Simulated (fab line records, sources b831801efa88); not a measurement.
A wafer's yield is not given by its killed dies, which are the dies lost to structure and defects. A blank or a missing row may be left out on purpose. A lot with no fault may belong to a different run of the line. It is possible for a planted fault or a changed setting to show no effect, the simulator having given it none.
Chamber matching || flow gf180mcu || GF_M5_ETCH_09 on rieDiel-04: 4 sister chambers
The step etches Si3N4 in CF4/O2, target depth 52 nm, time 11.6 s. 18 wafers are shown with their chamber, then 9 later ones without.

## WAFERS, EACH WITH ITS CHAMBER
{"wafer": "L074.1", "chamber": 1, "drypumpMotorCurrentA (A)": 5.0, "oesProductAu (a.u.)": 1.004, "rfFwdPowerW (W)": 780}
{"wafer": "L074.3", "chamber": 3, "drypumpMotorCurrentA (A)": 6.3, "oesProductAu (a.u.)": 1.021, "rfFwdPowerW (W)": 790}
{"wafer": "L074.6", "chamber": 3, "drypumpMotorCurrentA (A)": 6.3, "oesProductAu (a.u.)": 1.010, "rfFwdPowerW (W)": 788}
{"wafer": "L076.1", "chamber": 1, "drypumpMotorCurrentA (A)": 5.0, "oesProductAu (a.u.)": 1.008, "rfFwdPowerW (W)": 784}
{"wafer": "L076.3", "chamber": 2, "drypumpMotorCurrentA (A)": 5.8, "oesProductAu (a.u.)": 0.983, "rfFwdPowerW (W)": 784}
{"wafer": "L076.4", "chamber": 3, "drypumpMotorCurrentA (A)": 6.3, "oesProductAu (a.u.)": 0.990, "rfFwdPowerW (W)": 784}
{"wafer": "L077.3", "chamber": 3, "drypumpMotorCurrentA (A)": 6.3, "oesProductAu (a.u.)": 1.002, "rfFwdPowerW (W)": 789}
{"wafer": "L077.4", "chamber": 0, "drypumpMotorCurrentA (A)": 6.2, "oesProductAu (a.u.)": 0.966, "rfFwdPowerW (W)": 791}
{"wafer": "L077.6", "chamber": 3, "drypumpMotorCurrentA (A)": 6.3, "oesProductAu (a.u.)": 1.004, "rfFwdPowerW (W)": 787}
{"wafer": "L079.1", "chamber": 1, "drypumpMotorCurrentA (A)": 5.0, "oesProductAu (a.u.)": 1.005, "rfFwdPowerW (W)": 782}
{"wafer": "L079.4", "chamber": 3, "drypumpMotorCurrentA (A)": 6.3, "oesProductAu (a.u.)": 0.997, "rfFwdPowerW (W)": 787}
{"wafer": "L079.6", "chamber": 2, "drypumpMotorCurrentA (A)": 5.8, "oesProductAu (a.u.)": 0.985, "rfFwdPowerW (W)": 788}
{"wafer": "L082.3", "chamber": 3, "drypumpMotorCurrentA (A)": 6.3, "oesProductAu (a.u.)": 1.001, "rfFwdPowerW (W)": 787}
{"wafer": "L082.4", "chamber": 0, "drypumpMotorCurrentA (A)": 6.1, "oesProductAu (a.u.)": 0.979, "rfFwdPowerW (W)": 793}
{"wafer": "L082.6", "chamber": 0, "drypumpMotorCurrentA (A)": 6.1, "oesProductAu (a.u.)": 0.976, "rfFwdPowerW (W)": 796}
{"wafer": "L085.3", "chamber": 3, "drypumpMotorCurrentA (A)": 6.3, "oesProductAu (a.u.)": 1.008, "rfFwdPowerW (W)": 784}
{"wafer": "L085.4", "chamber": 2, "drypumpMotorCurrentA (A)": 5.8, "oesProductAu (a.u.)": 0.983, "rfFwdPowerW (W)": 790}
{"wafer": "L085.5", "chamber": 0, "drypumpMotorCurrentA (A)": 6.1, "oesProductAu (a.u.)": 0.972, "rfFwdPowerW (W)": 790}

SIGNATURES, as means of the wafers listed above
{"reading": "drypumpMotorCurrentA", "chamber 0": 6.125, "chamber 1": 5.000, "chamber 2": 5.800, "chamber 3": 6.300, "scatter within a chamber": 0.0231}
{"reading": "oesProductAu", "chamber 0": 0.97325, "chamber 1": 1.00567, "chamber 2": 0.98367, "chamber 3": 1.00412, "scatter within a chamber": 0.0071}
{"reading": "rfFwdPowerW", "chamber 0": 792.50, "chamber 1": 782.00, "chamber 2": 787.33, "chamber 3": 787.00, "scatter within a chamber": 2.39}
Rule: a wafer lies at a distance from a chamber equal to the root of the sum of squares, over the readings, of (its reading less the chamber's mean, divided by the reading's scatter). If the next closest chamber is less than 2 further off than the closest, the wafer can't be placed; otherwise it belongs to the closest. How the scatter is found: for the shown wafers, subtract from each reading the mean of its chamber, square and add these, divide the total by (wafers less chambers), then take the root.

## WAFERS WITHOUT THEIR CHAMBER
{"wafer": "L091.1", "drypumpMotorCurrentA (A)": 5.0, "oesProductAu (a.u.)": 1.018, "rfFwdPowerW (W)": 787}
{"wafer": "L091.2", "drypumpMotorCurrentA (A)": 6.3, "oesProductAu (a.u.)": 1.006, "rfFwdPowerW (W)": 787}
{"wafer": "L091.6", "drypumpMotorCurrentA (A)": 5.0, "oesProductAu (a.u.)": 1.005, "rfFwdPowerW (W)": 782}
{"wafer": "L094.3", "drypumpMotorCurrentA (A)": 6.2, "oesProductAu (a.u.)": 0.981, "rfFwdPowerW (W)": 790}
{"wafer": "L094.4", "drypumpMotorCurrentA (A)": 6.3, "oesProductAu (a.u.)": 1.006, "rfFwdPowerW (W)": 785}
{"wafer": "L094.6", "drypumpMotorCurrentA (A)": 6.3, "oesProductAu (a.u.)": 0.998, "rfFwdPowerW (W)": 784}
{"wafer": "L097.3", "drypumpMotorCurrentA (A)": 5.8, "oesProductAu (a.u.)": 0.992, "rfFwdPowerW (W)": 787}
{"wafer": "L097.4", "drypumpMotorCurrentA (A)": 6.1, "oesProductAu (a.u.)": 0.977, "rfFwdPowerW (W)": 788}
{"wafer": "L097.6", "drypumpMotorCurrentA (A)": 6.1, "oesProductAu (a.u.)": 0.971, "rfFwdPowerW (W)": 791}

## THE CHAMBER EACH PASSED THROUGH
{"wafer": "L091.1", "from the rows above": 1, "in truth": 1}
{"wafer": "L091.2", "from the rows above": 3, "in truth": 3}
{"wafer": "L091.6", "from the rows above": 1, "in truth": 1}
{"wafer": "L094.3", "from the rows above": "can't be placed: 0 or 3", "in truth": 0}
{"wafer": "L094.4", "from the rows above": 3, "in truth": 3}
{"wafer": "L094.6", "from the rows above": 3, "in truth": 3}
{"wafer": "L097.3", "from the rows above": 2, "in truth": 2}
{"wafer": "L097.4", "from the rows above": 0, "in truth": 0}
{"wafer": "L097.6", "from the rows above": 0, "in truth": 0}
8 of 9 placed correctly. From these rows, 1 cannot be placed; in 1 the true chamber is one of the candidates. Number placed wrongly: 0.
